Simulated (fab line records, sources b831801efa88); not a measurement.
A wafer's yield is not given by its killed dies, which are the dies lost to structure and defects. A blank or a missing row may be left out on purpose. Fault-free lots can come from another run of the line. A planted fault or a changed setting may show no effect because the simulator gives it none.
fab line records ; flow sky130
record lots=24; wafers=72; last-day=52
route steps=708 shown FIELD_ISO@5 POLY_GATE@205 LI_CONTACT@386 METAL3@535 METAL4@632 METAL5@667
lots that met no fault: taken from a fault-free run of the same line
start-h: start of the lot's first displayed wafer, in hours after the record's first day ; wait-h: hours elapsed since this lot's preceding step ; " as in the row above ; L1.1+2: a single row standing in for several wafers ; - value missing, or start not given ; * or withheld: withheld ; < > ~ a bound
route shown NAME@n: NAME is a module with steps in the file, n the number in the route of the first one ; usual: average and standard deviation across the fault-free wafers ; same: alike in all rows ; chamber/n: place in a boat ; sites: each site's reading ; _std_site: the values' standard deviation ; _edge_site: inner sites' mean taken away from outer sites' mean ; radius-mm: how far each site lies from the wafer's centre ; mask NAME#n: copy n ; behind: tool/chamber where the wafer was last shaped ; hold: why the lot was held/for how many hours/how that ended ; device: the n, p or np transistor that did not switch ; end of line: tests run on the same wafers once the route is complete ; step lacking rows: just its recipe ; killed: not the wafer's yield, but the dies lost to structure and defects at the first sort ; map: a wafer's dies, marking killed ones x, the rest . and places with no die _
set.NAME: the setting as run; set.NAME@STEP: as run at that earlier step ; model.NAME: the simulator's own value behind a step, which no gauge read
the route's steps for a sample of lots (tables are steps, rows are wafers)
services: from which hour (start-h, from the record's first day; less than 0 if before it) a tool's chamber was out of use, for how many hours, and why
## steps
# step SKY_FIELD_ISO_THK_MEAS_04
# recipe reads=Si3N4_of_FIELD_ISO_CVD_03
# usual FIELD_ISO_CVD_03_THK=164.2/1.6
lot.wafer;tool;chamber;start-h;wait-h;FIELD_ISO_CVD_03_THK[nm]
L074.1;film-metro-02;-;15.50;0.0;166.3
L074.3;film-metro-02;-;15.50;0.0;166.3
L074.5;film-metro-02;-;15.50;0.0;167.9
L075.1;film-metro-04;-;21.56;0.0;164.0
L075.4;film-metro-04;-;21.56;0.0;165.0
L075.5;film-metro-04;-;21.56;0.0;164.8
L076.2;film-metro-04;-;28.10;0.0;164.9
L076.4;film-metro-04;-;28.10;0.0;163.8
L076.5;film-metro-04;-;28.10;0.0;164.7
L077.2;film-metro-02;-;30.93;0.0;163.9
L077.3;film-metro-02;-;30.93;0.0;163.3
L077.6;film-metro-02;-;30.93;0.0;163.1
L078.2;film-metro-02;-;34.14;0.0;160.7
L078.4;film-metro-02;-;34.14;0.0;163.3
L078.6;film-metro-02;-;34.14;0.0;162.7
L079.1;film-metro-02;-;39.53;0.0;161.7
L079.2;film-metro-02;-;39.53;0.0;161.7
L079.3;film-metro-02;-;39.53;0.0;161.9
L080.1;film-metro-04;-;43.48;0.0;165.7
L080.2;film-metro-04;-;43.48;0.0;164.3
L080.4;film-metro-04;-;43.48;0.0;164.4
L081.2;film-metro-04;-;48.73;0.0;164.3
L081.4;film-metro-04;-;48.73;0.0;163.2
L081.6;film-metro-04;-;48.73;0.0;165.0
L082.1;film-metro-02;-;54.94;0.0;164.8
L082.4;film-metro-02;-;54.94;0.0;163.0
L082.5;film-metro-02;-;54.94;0.0;165.5
L083.2;film-metro-04;-;59.55;0.0;165.4
L083.4;film-metro-04;-;59.55;0.0;167.1
L083.6;film-metro-04;-;59.55;0.0;165.5
L084.1;film-metro-01;-;63.90;0.0;165.0
L084.3;film-metro-01;-;63.90;0.0;163.0
L084.5;film-metro-01;-;63.90;0.0;163.2
L085.2;film-metro-04;-;70.95;0.0;163.0
L085.3;film-metro-04;-;70.95;0.0;162.4
L085.6;film-metro-04;-;70.95;0.0;163.0
L086.2;film-metro-04;-;73.81;0.0;162.0
L086.4;film-metro-04;-;73.81;0.0;161.9
L086.6;film-metro-04;-;73.81;0.0;161.9
L087.3;film-metro-01;-;78.50;0.0;163.0
L087.5;film-metro-01;-;78.50;0.0;164.4
L087.6;film-metro-01;-;78.50;0.0;164.7
L088.2;film-metro-02;-;84.61;0.0;163.6
L088.4;film-metro-02;-;84.61;0.0;162.5
L088.5;film-metro-02;-;84.61;0.0;163.4
L089.3;film-metro-02;-;89.67;0.0;166.8
L089.4;film-metro-02;-;89.67;0.0;165.9
L089.5;film-metro-02;-;89.67;0.0;166.2
L090.1;film-metro-01;-;97.75;0.0;164.8
L090.3;film-metro-01;-;97.75;0.0;165.3
L090.4;film-metro-01;-;97.75;0.0;166.2
L091.3;film-metro-02;-;100.76;0.0;166.5
L091.4;film-metro-02;-;100.76;0.0;167.3
L091.5;film-metro-02;-;100.76;0.0;166.2
L092.1;film-metro-04;-;107.08;0.0;165.9
L092.2;film-metro-04;-;107.08;0.0;167.5
L092.4;film-metro-04;-;107.08;0.0;165.5
L093.1;film-metro-04;-;110.23;0.0;164.7
L093.3;film-metro-04;-;110.23;0.0;163.3
L093.5;film-metro-04;-;110.23;0.0;164.2
L094.1;film-metro-02;-;113.48;0.0;165.1
L094.3;film-metro-02;-;113.48;0.0;163.1
L094.5;film-metro-02;-;113.48;0.0;162.8
L095.4;film-metro-01;-;118.51;0.0;164.2
L095.5;film-metro-01;-;118.51;0.0;164.0
L095.6;film-metro-01;-;118.51;0.0;164.7
L096.1;film-metro-01;-;123.48;0.0;163.8
L096.2;film-metro-01;-;123.48;0.0;165.0
L096.4;film-metro-01;-;123.48;0.0;163.6
L097.1;film-metro-04;-;128.48;0.0;161.2
L097.3;film-metro-04;-;128.48;0.0;163.0
L097.4;film-metro-04;-;128.48;0.0;162.1
# step SKY_POLY_GATE_THK_MEAS_01
# recipe reads=poly-Si_of_POLY_GATE_CVD_00
# usual POLY_GATE_CVD_00_THK=179.4/1.6
lot.wafer;tool;chamber;start-h;wait-h;POLY_GATE_CVD_00_THK[nm]
L074.1;film-metro-03;-;341.06;0.0;178.1
L074.3;film-metro-03;-;341.06;0.0;179.7
L074.5;film-metro-03;-;341.06;0.0;178.4
L075.1;film-metro-02;-;346.54;0.0;178.1
L075.4;film-metro-02;-;346.54;0.0;178.1
L075.5;film-metro-02;-;346.54;0.0;179.3
L076.2;film-metro-03;-;353.68;0.0;180.9
L076.4;film-metro-03;-;353.68;0.0;179.9
L076.5;film-metro-03;-;353.68;0.0;179.5
L077.2;film-metro-02;-;361.91;0.0;180.8
L077.3;film-metro-02;-;361.91;0.0;182.9
L077.6;film-metro-02;-;361.91;0.0;181.1
L078.2;film-metro-02;-;365.18;0.0;180.2
L078.4;film-metro-02;-;365.18;0.0;179.2
L078.6;film-metro-02;-;365.18;0.0;179.8
L080.1;film-metro-03;-;368.91;0.0;181.6
L080.2;film-metro-03;-;368.91;0.0;182.5
L080.4;film-metro-03;-;368.91;0.0;180.2
L079.1;film-metro-02;-;368.94;0.0;178.7
L079.2;film-metro-02;-;368.94;0.0;179.2
L079.3;film-metro-02;-;368.94;0.0;177.6
L081.2;film-metro-03;-;368.98;0.1;178.5
L081.4;film-metro-03;-;368.98;0.1;179.5
L081.6;film-metro-03;-;368.98;0.1;179.7
L082.1;film-metro-02;-;371.24;0.0;180.9
L082.4;film-metro-02;-;371.24;0.0;182.3
L082.5;film-metro-02;-;371.24;0.0;182.1
L083.2;film-metro-03;-;371.25;0.0;179.5
L083.4;film-metro-03;-;371.25;0.0;180.3
L083.6;film-metro-03;-;371.25;0.0;179.0
L084.1;film-metro-02;-;371.30;0.1;178.7
L084.3;film-metro-02;-;371.30;0.1;179.5
L084.5;film-metro-02;-;371.30;0.1;179.4
L085.2;film-metro-02;-;374.71;0.0;181.3
L085.3;film-metro-02;-;374.71;0.0;181.5
L085.6;film-metro-02;-;374.71;0.0;181.3
L086.2;film-metro-03;-;374.71;0.0;181.3
L086.4;film-metro-03;-;374.71;0.0;181.2
L086.6;film-metro-03;-;374.71;0.0;179.9
L087.3;film-metro-03;-;374.78;0.1;179.2
L087.5;film-metro-03;-;374.78;0.1;178.9
L087.6;film-metro-03;-;374.78;0.1;179.4
L088.2;film-metro-04;-;520.55;0.0;178.6
L088.4;film-metro-04;-;520.55;0.0;178.7
L088.5;film-metro-04;-;520.55;0.0;179.8
L089.3;film-metro-02;-;532.20;0.0;175.1
L089.4;film-metro-02;-;532.20;0.0;175.9
L089.5;film-metro-02;-;532.20;0.0;174.9
L093.1;film-metro-04;-;537.02;0.0;180.8
L093.3;film-metro-04;-;537.02;0.0;181.0
L093.5;film-metro-04;-;537.02;0.0;180.5
L091.3;film-metro-03;-;538.24;0.0;177.8
L091.4;film-metro-03;-;538.24;0.0;177.8
L091.5;film-metro-03;-;538.24;0.0;179.4
L092.1;film-metro-04;-;539.42;0.0;177.5
L092.2;film-metro-04;-;539.42;0.0;178.0
L092.4;film-metro-04;-;539.42;0.0;176.9
L094.1;film-metro-04;-;540.62;0.0;181.7
L094.3;film-metro-04;-;540.62;0.0;180.1
L094.5;film-metro-04;-;540.62;0.0;181.1
L090.1;film-metro-02;-;541.82;0.0;176.7
L090.3;film-metro-02;-;541.82;0.0;176.9
L090.4;film-metro-02;-;541.82;0.0;177.0
L095.4;film-metro-02;-;544.23;0.0;179.2
L095.5;film-metro-02;-;544.23;0.0;178.8
L095.6;film-metro-02;-;544.23;0.0;177.8
L097.1;film-metro-04;-;547.23;0.0;178.8
L097.3;film-metro-04;-;547.23;0.0;179.4
L097.4;film-metro-04;-;547.23;0.0;179.7
L096.1;film-metro-03;-;548.76;0.0;177.9
L096.2;film-metro-03;-;548.76;0.0;177.9
L096.4;film-metro-03;-;548.76;0.0;179.5
# step SKY_LI_CONTACT_CMP_24
# recipe stop-on=PSG; t-overpolish-s=20; down-force-psi=3.5; platen-rpm=60; target-thk-nm=0; pad-velocity-m-s=0.94248
# usual motor-current-A=11.4/0.89; overpolish-run-s=20.001/0.0095; slurry-flow-ml-min=150.0/0.49; time-to-endpoint-s=97/6.2
lot.wafer;tool;chamber;start-h;wait-h;motor-current-A;overpolish-run-s;slurry-flow-ml-min;time-to-endpoint-s
L074.3;cmp-02;0;715.35;0.2;10.4;20.008;150.1;95
L074.1;cmp-02;3;715.35;0.2;10.8;19.988;149.7;91
L074.5;cmp-02;0;715.35;0.2;10.4;20.003;149.9;95
L075.4;cmp-01;3;721.16;0.1;11.5;19.998;151.6;93
L075.1;cmp-01;0;721.16;0.1;12.4;19.998;149.6;98
L075.5;cmp-01;3;721.16;0.1;11.4;20.003;151.0;96
L076.4;cmp-02;3;725.28;0.1;11.3;20.000;149.8;98
L076.2;cmp-02;0;725.28;0.1;10.2;19.982;150.5;106
L076.5;cmp-02;2;725.28;0.1;11.7;20.006;149.9;95
L077.3;cmp-01;0;734.69;0.1;12.1;19.998;150.2;102
L077.2;cmp-01;1;734.69;0.1;10.1;19.981;149.8;95
L077.6;cmp-01;2;734.69;0.1;12.9;19.988;149.8;106
L078.4;cmp-02;2;736.23;0.0;12.4;20.002;150.3;94
L078.2;cmp-02;1;736.23;0.0;10.6;20.001;149.5;113
L078.6;cmp-02;2;736.23;0.0;12.4;20.007;150.0;92
L079.3;cmp-01;3;740.63;0.0;11.9;20.001;150.4;98
L079.2;cmp-01;0;740.63;0.0;12.0;19.986;150.2;99
L079.1;cmp-01;2;740.63;0.0;11.8;20.010;150.6;107
L080.4;cmp-02;2;740.80;0.1;12.5;19.996;150.5;91
L080.2;cmp-02;3;740.80;0.1;11.4;20.004;149.4;90
L080.1;cmp-02;0;740.80;0.1;10.5;20.004;149.3;95
L083.2;cmp-01;2;741.54;0.0;12.8;19.996;150.0;110
L083.4;cmp-01;1;741.54;0.0;10.2;19.998;150.5;97
L083.6;cmp-01;2;741.54;0.0;12.4;19.984;149.8;103
L082.4;cmp-02;0;741.77;0.1;10.9;19.997;150.7;100
L082.1;cmp-02;1;741.77;0.1;11.2;20.013;149.9;106
L082.5;cmp-02;3;741.77;0.1;10.9;20.010;150.1;86
L081.2;cmp-02;0;742.69;0.1;10.6;19.994;150.4;99
L081.4;cmp-02;1;742.69;0.1;10.9;20.005;150.5;104
L081.6;cmp-02;3;742.69;0.1;11.3;19.987;149.6;89
L084.1;cmp-01;2;743.95;0.1;12.3;20.026;150.1;109
L084.3;cmp-01;3;743.95;0.1;11.3;19.993;149.3;95
L084.5;cmp-01;0;743.95;0.1;11.5;19.994;150.2;107
L087.3;cmp-01;0;746.11;0.2;12.0;20.007;150.5;103
L087.6;cmp-01;1;746.11;0.2;10.4;19.991;150.3;99
L087.5;cmp-01;2;746.11;0.2;12.7;19.986;150.1;107
L085.2;cmp-02;3;748.23;0.1;11.9;20.013;150.2;97
L085.3;cmp-02;1;748.23;0.1;11.6;20.014;149.7;113
L085.6;cmp-02;3;748.23;0.1;11.1;19.988;150.2;100
L086.2;cmp-01;1;748.60;0.1;10.0;20.002;151.1;96
L086.4;cmp-01;2;748.60;0.1;12.6;20.012;150.7;109
L086.6;cmp-01;0;748.60;0.1;12.3;20.010;150.0;103
L088.4;cmp-02;1;875.38;0.0;11.6;19.994;150.4;104
L088.2;cmp-02;3;875.38;0.0;10.8;19.995;149.1;89
L088.5;cmp-02;1;875.38;0.0;11.4;20.003;150.0;103
L089.3;cmp-01;0;888.07;0.0;12.0;19.987;149.4;94
L089.4;cmp-01;3;888.07;0.0;11.4;20.007;149.9;89
L089.5;cmp-01;0;888.07;0.0;12.1;20.000;150.1;97
L093.3;cmp-02;1;888.52;0.1;11.0;19.999;149.3;100
L093.1;cmp-02;2;888.52;0.1;12.2;19.987;150.8;88
L093.5;cmp-02;0;888.52;0.1;10.1;20.021;150.3;96
L092.1;cmp-02;2;889.94;0.1;12.0;19.999;150.0;91
L092.2;cmp-02;0;889.94;0.1;10.2;19.995;149.3;98
L092.4;cmp-02;1;889.94;0.1;11.3;20.015;149.4;103
L091.3;cmp-01;1;892.19;0.3;10.2;20.001;150.0;89
L091.4;cmp-01;2;892.19;0.3;12.1;19.978;150.9;103
L091.5;cmp-01;1;892.19;0.3;9.6;19.998;149.9;88
L094.1;cmp-01;3;892.79;0.2;11.6;19.993;149.9;89
L094.3;cmp-01;1;892.79;0.2;10.2;19.992;150.1;86
L094.5;cmp-01;3;892.79;0.2;11.5;20.008;150.9;87
L090.3;cmp-01;3;896.04;0.1;11.3;19.999;149.8;93
L090.4;cmp-01;0;896.04;0.1;12.2;20.003;149.4;97
L090.1;cmp-01;1;896.04;0.1;9.7;20.004;149.3;87
L095.4;cmp-01;2;896.97;0.2;12.6;20.015;150.1;103
L095.5;cmp-01;3;896.97;0.2;10.6;19.998;150.1;93
L095.6;cmp-01;0;896.97;0.2;12.5;19.994;150.0;101
L097.4;cmp-01;0;897.72;0.5;12.2;19.996;149.4;101
L097.1;cmp-01;1;897.72;0.5;10.1;20.007;149.9;86
L097.3;cmp-01;2;897.72;0.5;12.1;19.987;149.9;101
L096.1;cmp-01;0;899.71;0.3;12.0;20.018;149.2;97
L096.4;cmp-01;1;899.71;0.3;9.7;19.986;149.7;91
L096.2;cmp-01;2;899.71;0.3;12.6;20.000;150.6;104
# step SKY_METAL3_SPUTTER_03
# recipe material=Ti; target-thk-nm=5; power-w=3000; time-s=3.3; chamber-pressure-pa=0.4
# usual throttle-valve-pct=29.3/0.86
lot.wafer;tool;chamber;start-h;wait-h;throttle-valve-pct
L074.1;pvd-sputter-01;-;889.66;0.0;28.3
L074.3;pvd-sputter-01;-;889.66;0.0;28.9
L074.5;pvd-sputter-01;-;889.66;0.0;29.4
L075.1;pvd-sputter-01;-;894.48;0.0;29.0
L075.4;pvd-sputter-01;-;894.48;0.0;28.2
L075.5;pvd-sputter-01;-;894.48;0.0;29.2
L076.2;pvd-sputter-03;-;898.40;0.0;28.1
L076.4;pvd-sputter-03;-;898.40;0.0;29.4
L076.5;pvd-sputter-03;-;898.40;0.0;30.2
L077.2;pvd-sputter-03;-;908.27;0.0;30.3
L077.3;pvd-sputter-03;-;908.27;0.0;27.9
L077.6;pvd-sputter-03;-;908.27;0.0;30.3
L078.2;pvd-sputter-01;-;909.04;0.0;28.7
L078.4;pvd-sputter-01;-;909.04;0.0;28.0
L078.6;pvd-sputter-01;-;909.04;0.0;29.3
L079.1;pvd-sputter-01;-;911.72;0.0;29.6
L079.2;pvd-sputter-01;-;911.72;0.0;27.9
L079.3;pvd-sputter-01;-;911.72;0.0;28.9
L080.1;pvd-sputter-01;-;912.60;0.0;28.1
L080.2;pvd-sputter-01;-;912.60;0.0;28.7
L080.4;pvd-sputter-01;-;912.60;0.0;29.2
L083.2;pvd-sputter-02;-;913.15;0.0;30.4
L083.4;pvd-sputter-02;-;913.15;0.0;28.4
L083.6;pvd-sputter-02;-;913.15;0.0;29.8
L082.1;pvd-sputter-01;-;913.49;0.0;28.7
L082.4;pvd-sputter-01;-;913.49;0.0;27.9
L082.5;pvd-sputter-01;-;913.49;0.0;27.9
L081.2;pvd-sputter-01;-;914.64;0.0;29.9
L081.4;pvd-sputter-01;-;914.64;0.0;29.1
L081.6;pvd-sputter-01;-;914.64;0.0;29.7
L084.1;pvd-sputter-03;-;915.81;0.0;30.3
L084.3;pvd-sputter-03;-;915.81;0.0;29.0
L084.5;pvd-sputter-03;-;915.81;0.0;29.2
L087.3;pvd-sputter-02;-;919.62;0.0;30.3
L087.5;pvd-sputter-02;-;919.62;0.0;29.7
L087.6;pvd-sputter-02;-;919.62;0.0;30.1
L085.2;pvd-sputter-01;-;920.01;0.0;28.3
L085.3;pvd-sputter-01;-;920.01;0.0;29.5
L085.6;pvd-sputter-01;-;920.01;0.0;29.4
L086.2;pvd-sputter-03;-;920.39;0.0;28.1
L086.4;pvd-sputter-03;-;920.39;0.0;30.1
L086.6;pvd-sputter-03;-;920.39;0.0;30.2
L088.2;pvd-sputter-02;-;1038.44;0.0;29.8
L088.4;pvd-sputter-02;-;1038.44;0.0;30.6
L088.5;pvd-sputter-02;-;1038.44;0.0;28.5
L089.3;pvd-sputter-02;-;1050.21;0.0;28.8
L089.4;pvd-sputter-02;-;1050.21;0.0;30.1
L089.5;pvd-sputter-02;-;1050.21;0.0;30.7
L092.1;pvd-sputter-03;-;1052.16;0.0;30.4
L092.2;pvd-sputter-03;-;1052.16;0.0;30.3
L092.4;pvd-sputter-03;-;1052.16;0.0;29.3
L091.3;pvd-sputter-03;-;1054.83;0.0;30.5
L091.4;pvd-sputter-03;-;1054.83;0.0;28.1
L091.5;pvd-sputter-03;-;1054.83;0.0;30.3
L094.1;pvd-sputter-01;-;1055.51;0.0;28.1
L094.3;pvd-sputter-01;-;1055.51;0.0;28.7
L094.5;pvd-sputter-01;-;1055.51;0.0;29.8
L090.1;pvd-sputter-02;-;1055.80;0.0;30.1
L090.3;pvd-sputter-02;-;1055.80;0.0;28.6
L090.4;pvd-sputter-02;-;1055.80;0.0;30.8
L095.4;pvd-sputter-01;-;1057.33;0.0;28.8
L095.5;pvd-sputter-01;-;1057.33;0.0;28.3
L095.6;pvd-sputter-01;-;1057.33;0.0;29.2
L097.1;pvd-sputter-02;-;1059.86;0.0;28.5
L097.3;pvd-sputter-02;-;1059.86;0.0;30.4
L097.4;pvd-sputter-02;-;1059.86;0.0;30.6
L096.1;pvd-sputter-03;-;1060.76;0.0;28.0
L096.2;pvd-sputter-03;-;1060.76;0.0;30.0
L096.4;pvd-sputter-03;-;1060.76;0.0;29.3
L093.1;pvd-sputter-03;-;1061.46;0.0;29.1
L093.3;pvd-sputter-03;-;1061.46;0.0;30.1
L093.5;pvd-sputter-03;-;1061.46;0.0;28.2
# step SKY_METAL4_ETCH_16
# recipe chemistry=N2/H2; target=BARC; ion-energy-ev=200; bias-w=100; pressure-mtorr=30; n2-flow-sccm=100; h2-flow-sccm=200; icp-w=500; stop-on=SiO2; time-s=88.2; target-depth-a=600
# usual drypump-motor-current-A=5.6/0.32; oes-product-au=0.625/0.0044; throttle-valve-pct=13.204/0.009
lot.wafer;tool;chamber;start-h;wait-h;drypump-motor-current-A;oes-product-au;rf-hours-counter-h;throttle-valve-pct
L074.1;rie-metal-02;0;1021.99;0.1;5.9;0.622;18;13.205
L074.3;rie-metal-02;0;1021.99;0.1;5.9;0.617;-;13.199
L074.5;rie-metal-02;0;1021.99;0.1;5.9;0.625;-;13.192
L075.1;rie-metal-03;1;1027.29;0.1;5.0;0.631;22;13.201
L075.4;rie-metal-03;1;1027.29;0.1;5.0;0.633;-;13.213
L075.5;rie-metal-03;1;1027.29;0.1;5.0;0.623;-;13.193
L076.2;rie-metal-03;1;1030.71;0.0;5.0;0.622;22;13.193
L076.4;rie-metal-03;1;1030.71;0.0;5.0;0.629;-;13.202
L076.5;rie-metal-03;1;1030.71;0.0;5.0;0.622;-;13.204
L077.2;rie-metal-04;0;1039.43;0.0;5.9;0.617;16;13.187
L077.3;rie-metal-04;1;1039.43;0.0;5.7;0.623;-;13.221
L077.6;rie-metal-04;1;1039.43;0.0;5.7;0.619;-;13.200
L078.2;rie-metal-03;1;1040.16;0.0;5.0;0.625;23;13.189
L078.4;rie-metal-03;0;1040.16;0.0;5.7;0.629;-;13.191
L078.6;rie-metal-03;1;1040.16;0.0;5.0;0.629;-;13.201
L079.1;rie-metal-02;0;1042.61;0.0;5.9;0.629;19;13.212
L079.2;rie-metal-02;1;1042.61;0.0;5.6;0.629;0;13.191
L079.3;rie-metal-02;1;1042.61;0.0;5.5;0.626;-;13.188
L080.1;rie-metal-02;0;1042.96;0.0;5.9;0.622;19;13.208
L080.2;rie-metal-02;1;1042.96;0.0;5.5;0.630;0;13.195
L080.4;rie-metal-02;1;1042.96;0.0;5.5;0.621;-;13.223
L083.2;rie-metal-04;1;1043.03;0.0;5.7;0.616;7;13.199
L083.4;rie-metal-04;1;1043.03;0.0;5.7;0.623;-;13.205
L083.6;rie-metal-04;1;1043.03;0.0;5.7;0.628;-;13.194
L082.1;rie-metal-04;0;1043.36;0.0;5.9;0.624;17;13.181
L082.4;rie-metal-04;1;1043.36;0.0;5.7;0.628;-;13.193
L082.5;rie-metal-04;1;1043.36;0.0;5.7;0.614;-;13.204
L081.2;rie-metal-02;0;1044.53;0.0;5.9;0.624;19;13.205
L081.4;rie-metal-02;1;1044.53;0.0;5.5;0.624;-;13.217
L081.6;rie-metal-02;1;1044.53;0.0;5.5;0.625;-;13.211
L084.1;rie-metal-03;0;1044.88;0.0;5.7;0.619;17;13.193
L084.3;rie-metal-03;0;1044.88;0.0;5.7;0.626;-;13.208
L084.5;rie-metal-03;1;1044.88;0.0;5.0;0.621;-;13.217
L087.3;rie-metal-02;0;1052.27;0.0;5.9;0.621;-;13.209
L087.5;rie-metal-02;1;1052.27;0.0;5.5;0.625;-;13.217
L087.6;rie-metal-02;0;1052.27;0.0;5.9;0.624;-;13.207
L085.2;rie-metal-04;1;1052.36;0.0;5.7;0.620;8;13.214
L085.3;rie-metal-04;1;1052.36;0.0;5.7;0.630;-;13.196
L085.6;rie-metal-04;1;1052.36;0.0;5.7;0.624;-;13.205
L086.2;rie-metal-04;0;1052.71;0.0;5.9;0.626;17;13.214
L086.4;rie-metal-04;1;1052.71;0.0;5.7;0.633;-;13.205
L086.6;rie-metal-04;0;1052.71;0.0;5.9;0.628;-;13.202
L088.2;rie-metal-03;0;1152.01;0.0;5.7;0.629;26;13.194
L088.4;rie-metal-03;0;1152.01;0.0;5.7;0.632;-;13.207
L088.5;rie-metal-03;0;1152.01;0.0;5.7;0.633;-;13.210
L089.3;rie-metal-03;1;1161.66;0.1;5.0;0.621;-;13.204
L089.4;rie-metal-03;1;1161.66;0.1;5.0;0.630;-;13.215
L089.5;rie-metal-03;1;1161.66;0.1;5.0;0.629;-;13.193
L092.1;rie-metal-02;1;1162.66;0.0;5.5;0.631;7;13.191
L092.2;rie-metal-02;0;1162.66;0.0;5.9;0.624;25;13.221
L092.4;rie-metal-02;0;1162.66;0.0;5.9;0.631;-;13.201
L091.3;rie-metal-03;1;1164.21;0.1;5.0;0.629;-;13.207
L091.4;rie-metal-03;1;1164.21;0.1;5.0;0.622;-;13.201
L091.5;rie-metal-03;1;1164.21;0.1;5.0;0.618;-;13.201
L094.1;rie-metal-02;0;1164.51;0.0;5.9;0.629;26;13.202
L094.3;rie-metal-02;1;1164.51;0.0;5.6;0.625;-;13.209
L094.5;rie-metal-02;0;1164.51;0.0;5.9;0.627;-;13.210
L090.1;rie-metal-04;1;1165.51;0.0;5.7;0.620;15;13.204
L090.3;rie-metal-04;1;1165.51;0.0;5.7;0.623;-;13.224
L090.4;rie-metal-04;0;1165.51;0.0;5.9;0.619;-;13.217
L095.4;rie-metal-02;1;1166.11;0.1;5.5;0.631;-;13.202
L095.5;rie-metal-02;1;1166.11;0.1;5.5;0.620;-;13.212
L095.6;rie-metal-02;1;1166.11;0.1;5.5;0.627;-;13.210
L097.1;rie-metal-02;1;1167.54;0.1;5.5;0.631;8;13.193
L097.3;rie-metal-02;1;1167.54;0.1;5.5;0.617;-;13.195
L097.4;rie-metal-02;1;1167.54;0.1;5.5;0.617;-;13.200
L096.1;rie-metal-04;1;1168.31;0.0;5.7;0.619;15;13.200
L096.2;rie-metal-04;0;1168.31;0.0;5.9;0.625;25;13.209
L096.4;rie-metal-04;0;1168.31;0.0;5.9;0.624;-;13.213
L093.1;rie-metal-04;0;1169.28;0.0;5.9;0.618;25;13.217
L093.3;rie-metal-04;1;1169.28;0.0;5.7;0.627;-;13.194
L093.5;rie-metal-04;1;1169.28;0.0;5.7;0.618;-;13.214
# step SKY_METAL5_THK_MEAS_06
# recipe thk-meas-gauge=xrf; reads=AlCu_of_METAL5_SPUTTER_02
# usual METAL5_ALCU_THK=1126/17
lot.wafer;tool;chamber;start-h;wait-h;METAL5_ALCU_THK[nm]
L074.1;film-metro-02;-;1048.73;0.1;1150
L074.3;film-metro-02;-;1048.73;0.1;1129
L074.5;film-metro-02;-;1048.73;0.1;1153
L075.1;film-metro-03;-;1054.12;0.1;1144
L075.4;film-metro-03;-;1054.12;0.1;1159
L075.5;film-metro-03;-;1054.12;0.1;1133
L076.2;film-metro-03;-;1057.59;0.1;1111
L076.4;film-metro-03;-;1057.59;0.1;1123
L076.5;film-metro-03;-;1057.59;0.1;1123
L077.2;film-metro-02;-;1066.44;0.1;1121
L077.3;film-metro-02;-;1066.44;0.1;1113
L077.6;film-metro-02;-;1066.44;0.1;1122
L078.2;film-metro-03;-;1066.64;0.1;1146
L078.4;film-metro-03;-;1066.64;0.1;1156
L078.6;film-metro-03;-;1066.64;0.1;1141
L080.1;film-metro-01;-;1069.38;0.1;1128
L080.2;film-metro-01;-;1069.38;0.1;1163
L080.4;film-metro-01;-;1069.38;0.1;1145
L079.1;film-metro-03;-;1069.57;0.1;1116
L079.2;film-metro-03;-;1069.57;0.1;1113
L079.3;film-metro-03;-;1069.57;0.1;1100
L083.2;film-metro-01;-;1069.69;0.1;1098
L083.4;film-metro-01;-;1069.69;0.1;1102
L083.6;film-metro-01;-;1069.69;0.1;1106
L082.1;film-metro-03;-;1070.05;0.1;1148
L082.4;film-metro-03;-;1070.05;0.1;1161
L082.5;film-metro-03;-;1070.05;0.1;1158
L081.2;film-metro-01;-;1071.44;0.1;1121
L081.4;film-metro-01;-;1071.44;0.1;1120
L081.6;film-metro-01;-;1071.44;0.1;1124
L084.1;film-metro-03;-;1071.76;0.1;1147
L084.3;film-metro-03;-;1071.76;0.1;1126
L084.5;film-metro-03;-;1071.76;0.1;1123
L087.3;film-metro-02;-;1077.13;0.1;1108
L087.5;film-metro-02;-;1077.13;0.1;1118
L087.6;film-metro-02;-;1077.13;0.1;1103
L085.2;film-metro-01;-;1077.93;0.1;1116
L085.3;film-metro-01;-;1077.93;0.1;1099
L085.6;film-metro-01;-;1077.93;0.1;1104
L086.2;film-metro-02;-;1078.23;0.1;1124
L086.4;film-metro-02;-;1078.23;0.1;1130
L086.6;film-metro-02;-;1078.23;0.1;1126
L088.2;film-metro-02;-;1173.48;0.1;1143
L088.4;film-metro-02;-;1173.48;0.1;1138
L088.5;film-metro-02;-;1173.48;0.1;1138
L089.3;film-metro-01;-;1182.27;0.1;1118
L089.4;film-metro-01;-;1182.27;0.1;1133
L089.5;film-metro-01;-;1182.27;0.1;1118
L092.1;film-metro-01;-;1183.03;0.1;1128
L092.2;film-metro-01;-;1183.03;0.1;1130
L092.4;film-metro-01;-;1183.03;0.1;1138
L091.3;film-metro-03;-;1184.77;0.1;1133
L091.4;film-metro-03;-;1184.77;0.1;1155
L091.5;film-metro-03;-;1184.77;0.1;1152
L094.1;film-metro-01;-;1185.73;0.1;1111
L094.3;film-metro-01;-;1185.73;0.1;1137
L094.5;film-metro-01;-;1185.73;0.1;1108
L090.1;film-metro-03;-;1186.38;0.1;1110
L090.3;film-metro-03;-;1186.38;0.1;1120
L090.4;film-metro-03;-;1186.38;0.1;1111
L095.4;film-metro-01;-;1186.71;0.1;1129
L095.5;film-metro-01;-;1186.71;0.1;1118
L095.6;film-metro-01;-;1186.71;0.1;1152
L097.1;film-metro-01;-;1188.38;0.1;1092
L097.3;film-metro-01;-;1188.38;0.1;1137
L097.4;film-metro-01;-;1188.38;0.1;1108
L096.1;film-metro-03;-;1189.26;0.1;1154
L096.2;film-metro-03;-;1189.26;0.1;1137
L096.4;film-metro-03;-;1189.26;0.1;1127
L093.1;film-metro-02;-;1190.01;0.1;1113
L093.3;film-metro-02;-;1190.01;0.1;1110
L093.5;film-metro-02;-;1190.01;0.1;1107
## services
tool;chamber;start-h;hours;kind
rie-metal-02;-;709.16;0.1;repair
rie-metal-04;-;739.63;1.2;repair
cmp-02;-;744.10;4.0;pm
cmp-01;-;755.46;5.4;pm
rie-metal-02;0;771.32;8.5;repair
cmp-01;-;812.68;3.9;repair
rie-metal-02;-;831.80;1.4;pm
rie-metal-04;0;860.98;3.8;repair
cmp-01;-;862.59;4.8;pm
cmp-02;-;891.02;7.2;pm
cmp-02;-;898.27;6.8;pm
cmp-01;-;912.03;4.0;pm
rie-metal-02;-;918.26;0.2;repair
pvd-sputter-01;-;990.40;2.7;repair
rie-metal-04;-;996.06;2.8;pm
cmp-01;-;1005.91;0.6;repair
cmp-01;-;1006.19;1.1;repair
rie-metal-02;-;1017.20;0.5;repair
cmp-01;-;1025.01;0.5;repair
cmp-02;-;1084.15;4.0;pm
rie-metal-02;-;1104.26;14.6;pm
cmp-02;-;1152.42;0.9;repair
cmp-02;-;1155.33;0.5;repair
cmp-01;-;1165.58;3.1;repair
## key
fault none
